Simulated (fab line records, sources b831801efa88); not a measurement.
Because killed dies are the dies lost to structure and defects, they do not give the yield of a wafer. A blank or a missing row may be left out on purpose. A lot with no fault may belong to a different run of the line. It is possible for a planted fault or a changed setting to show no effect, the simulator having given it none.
Which tool did it? -- flow sky130 -- 36 wafers from 12 lots sampled at 3 of the route's 708 steps

== WHAT THE GAUGES READ, wafer by wafer ==
SKY_VIA3_OVL_MEAS_13.
lot,measured,on,VIA3_OVL (nm)
L595,day 41 00:19,overlay-02,-10 -15 -13
L594,day 41 01:19,overlay-02,-2 -1 -2
L596,day 41 13:37,overlay-01,-6 2 -2
L599,day 42 07:14,overlay-02,1 -4 1
L602,day 42 23:49,overlay-02,5 4 -7
L603,day 43 04:50,overlay-02,14 8 8
L607,day 44 12:08,overlay-02,-6 -11 -11
L609,day 44 18:14,overlay-02,-2 -7 -6
L610,day 44 23:34,overlay-01,-4 0 -5
L611,day 45 07:53,overlay-01,-9 -11 -12
L614,day 45 23:52,overlay-02,-7 -11 -15
L617,day 46 19:56,overlay-01,0 0 -1

== WHAT TOOL EACH LOT RAN ON (gives the tool, then ch and the chambers of the sampled wafers, and finally the start) ==
lot,SKY_METAL2_SPUTTER_04,SKY_METAL3_DESCUM_15
L595,"pvd-sputter-02, day 35 09:58","rie-metal-04 ch 0,1, day 39 22:07"
L594,"pvd-sputter-01, day 35 11:05","rie-metal-01 ch 0,1, day 39 22:42"
L596,"pvd-sputter-02, day 35 21:12","rie-metal-04 ch 0,1, day 40 11:11"
L599,"pvd-sputter-01, day 36 19:28","rie-metal-01 ch 0, day 41 05:44"
L602,"pvd-sputter-04, day 37 10:55","rie-metal-01 ch 1, day 41 22:13"
L603,"pvd-sputter-04, day 37 16:02","rie-metal-01 ch 0,1, day 42 03:09"
L607,"pvd-sputter-02, day 39 05:26","rie-metal-04 ch 0,1, day 43 11:10"
L609,"pvd-sputter-01, day 39 12:16","rie-metal-02 ch 0,1, day 43 17:47"
L610,"pvd-sputter-01, day 39 16:28","rie-metal-04 ch 0,1, day 43 22:23"
L611,"pvd-sputter-02, day 40 03:56","rie-metal-01 ch 0,1, day 44 08:18"
L614,"pvd-sputter-01, day 40 22:00","rie-metal-02 ch 0,1, day 45 00:34"
L617,"pvd-sputter-04, day 41 19:36","rie-metal-01 ch 0, day 45 20:52"
- SKY_METAL2_SPUTTER_04: material TiN, target thk 70 nm, time 58.3 s.
- SKY_METAL3_DESCUM_15: chemistry O2, time 8 s.

== AS READ BY THE TOOLS THEMSELVES (means over the sampled wafers that have a number; for cases with no such wafer, the mark the record gives instead) ==
SKY_METAL2_SPUTTER_04.
lot,tool,throttle-valve-pct (%)
L595,pvd-sputter-02,30.3
L594,pvd-sputter-01,30.2
L596,pvd-sputter-02,30.7
L599,pvd-sputter-01,29.6
L602,pvd-sputter-04,30.7
L603,pvd-sputter-04,30.1
L607,pvd-sputter-02,30.2
L609,pvd-sputter-01,30.3
L610,pvd-sputter-01,30.1
L611,pvd-sputter-02,30.1
L614,pvd-sputter-01,30.3
L617,pvd-sputter-04,30.4

SKY_METAL3_DESCUM_15.
lot,tool,drypump-motor-current-A (A),oes-product-au (a.u.)
L595,rie-metal-04,5.8,1.003
L594,rie-metal-01,5.7,1.007
L596,rie-metal-04,6.1,1.001
L599,rie-metal-01,5.9,1.009
L602,rie-metal-01,5.3,0.992
L603,rie-metal-01,5.5,1.000
L607,rie-metal-04,6.0,0.998
L609,rie-metal-02,6.1,1.001
L610,rie-metal-04,5.8,0.995
L611,rie-metal-01,5.7,0.988
L614,rie-metal-02,6.2,0.998
L617,rie-metal-01,5.9,1.008

== THE ANSWER, worked out from the rows above alone ==
Rule: what is usual is taken from the lots themselves. The widest of any qualifying gaps counts: lots, ordered by their means at a reading, are off when they make up no more than a third of the lots, leave a main group of 4 or more, and stand apart from it by 3 or more times the standard deviation of that group's means. Not used: any main group whose means are identical at the precision the tables above print for the reading. A lot without any number at a reading at which 4 lots or more have one is off too. Any other lot the step has rows for is counted as sound. After the gauges, taken in route order, come the tools' own readings; for these a lot's mean is taken, as printed above. The first step at which some lot is off is used, and at that step the reading that is off furthest; a lot without a number counts as furthest.
No lot is off at any reading shown: from this, nothing can be told.

== WHAT HAD BEEN PUT IN BY THE SIMULATOR ==
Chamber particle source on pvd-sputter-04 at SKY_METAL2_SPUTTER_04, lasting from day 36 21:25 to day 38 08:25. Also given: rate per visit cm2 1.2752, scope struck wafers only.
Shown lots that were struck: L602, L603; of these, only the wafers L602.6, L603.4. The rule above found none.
